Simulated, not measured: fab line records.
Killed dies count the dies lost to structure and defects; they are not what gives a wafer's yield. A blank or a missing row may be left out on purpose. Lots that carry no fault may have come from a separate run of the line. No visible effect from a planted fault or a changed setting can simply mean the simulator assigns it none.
A lot that was struck, set against a sound lot / flow sky130 / 17 out of 708 route steps
Sound: the wafers L815.3, L815.4, L815.5. Wafers struck: L819.2, L819.4, L819.6. At the end, the cause is stated.
At each step with rows: each side's tool, then ch and its chambers, then its first start. Under that, the readings that differ: sound wafers / struck wafers / difference of the means / sigmas: that difference in standard deviations of wafers without a fault.
alike: words and numbers the same on both sides, and readings whose means are apart by under 2 such deviations; not compared: readings that were withheld, readings missing a value for some wafer, numbers with overlapping values and no deviation given by the record, and bounds like >300 which may hide the same value.
A row with sigmas, a row that says differs or no value, or rows on one side alone: a step with any of these is where the two part. Non-overlapping numbers with no deviation appear without sigmas and do not part them. Lack of a reading on every wafer of one side parts them only where that side has two or more wafers.

first, 4 steps without rows for these wafers: SKY_FIELD_ISO_WET_ETCH_29 (etches Si3N4 in H3PO4, target depth 160 nm, time 1825 s); SKY_FIELD_ISO_WET_ETCH_30 (etches SiO2 in dHF, target depth 25 nm, time 50 s); SKY_NWELL_CLEAN_00 (cleans in SC1/SC2, time 150 s); SKY_NWELL_OXIDATION_01 (stabilise 600 s, purge 300 s, target thk 10 nm).
SKY_NWELL_THK_MEAS_02:
  sound: filmMetro-04 at day 4 13:48; struck: filmMetro-03 at day 5 09:37
  alike: NWELL_OXIDATION_THK
then, 7 steps without rows for these wafers: SKY_DNWELL_DEHYDRATE_00 (time 60 s); SKY_DNWELL_HMDS_01 (prime time 60 s); SKY_DNWELL_COAT_02 (resist thk 3000 nm); SKY_DNWELL_SOFTBAKE_03; SKY_DNWELL_EXPOSE_04 (exposes mask DNM, target cd 3000 nm); SKY_DNWELL_PEB_05; SKY_DNWELL_DEVELOP_06 (develop time 60 s).
SKY_DNWELL_IMPLANT_07:
  sound on implanter-01 ch 0, day 5 07:22; struck on implanter-03 ch 0, day 6 03:34
SKY_DNWELL_STRIP_08: strips in O2/N2.
  sound on plasmaAsher-03 ch 0,1, day 5 07:29; struck on plasmaAsher-02 ch 0,1, day 6 03:42
  alike: drypumpMotorCurrentA, o2FlowSccm, oesProductAu, stripTimeToEndpointS
  not compared: rfHoursCounterH
SKY_DNWELL_TW_MEAS_09:
  sound: filmMetro-02 at day 5 07:35; struck: filmMetro-02 at day 6 04:02
reading=DNWELL_TW; sound=1102 1104 1106; struck=1367 1369 1370; difference=+265; sigmas=+28
then, 1 step without rows for these wafers: SKY_PWDE_DEHYDRATE_00 (time 60 s).
-- the record jumps here: 43 days lie between the struck wafers' starts before and after (it left off in module PWDE and takes up again in module PAD_OPEN, whose first step shown is number 708 of the route) --
SKY_PAD_OPEN_PROBE_99:
  sound: prober-02 at day 48 04:26; struck: prober-01 at day 49 04:50
reading=killedAtFrontEnd; sound=19 12 12; struck=22 31 15; difference=+8; sigmas=+2
reading=model.etest.resDeepNwell.rsOhmSq; sound=2214 2184 2209; struck=1248 1247 1243; difference=-956; sigmas=
reading=model.etest.res_p_drift_20v.lineOhmUm; sound=1.172e+04 1.137e+04 1.116e+04; struck=1.228e+04 1.27e+04 1.246e+04; difference=+1.063e+03; sigmas=
reading=model.etest.res_p_drift_20v.rsOhmSq; sound=9907 9422 9352; struck=1.006e+04 1.048e+04 1.023e+04; difference=+6.963e+02; sigmas=
reading=model.etest.resDeepNwell.lineOhmUm; sound=728.5 733.4 741; struck=423.7 420.6 417.8; difference=-313.6; sigmas=
reading=model.etest.resPwdeUnderGate.rsOhmSq; sound=6222 6245 6178; struck=6437 6396 6433; difference=+207; sigmas=
reading=model.etest.resPwellUnderGate.rsOhmSq; sound=2288 2311 2305; struck=2341 2344 2354; difference=+45; sigmas=
  alike: killed_at_M0_to_M3, killed_at_M4_up, killedAtContacts, killedAtOther, killedDies, killedOpen, killedShort
  not compared: model.etest.resDeepNwell.rsOhmSqRange

WHERE THEY PART
At SKY_DNWELL_TW_MEAS_09 first; at SKY_PAD_OPEN_PROBE_99 last (within this record only).

WHY: whatever the simulator had introduced
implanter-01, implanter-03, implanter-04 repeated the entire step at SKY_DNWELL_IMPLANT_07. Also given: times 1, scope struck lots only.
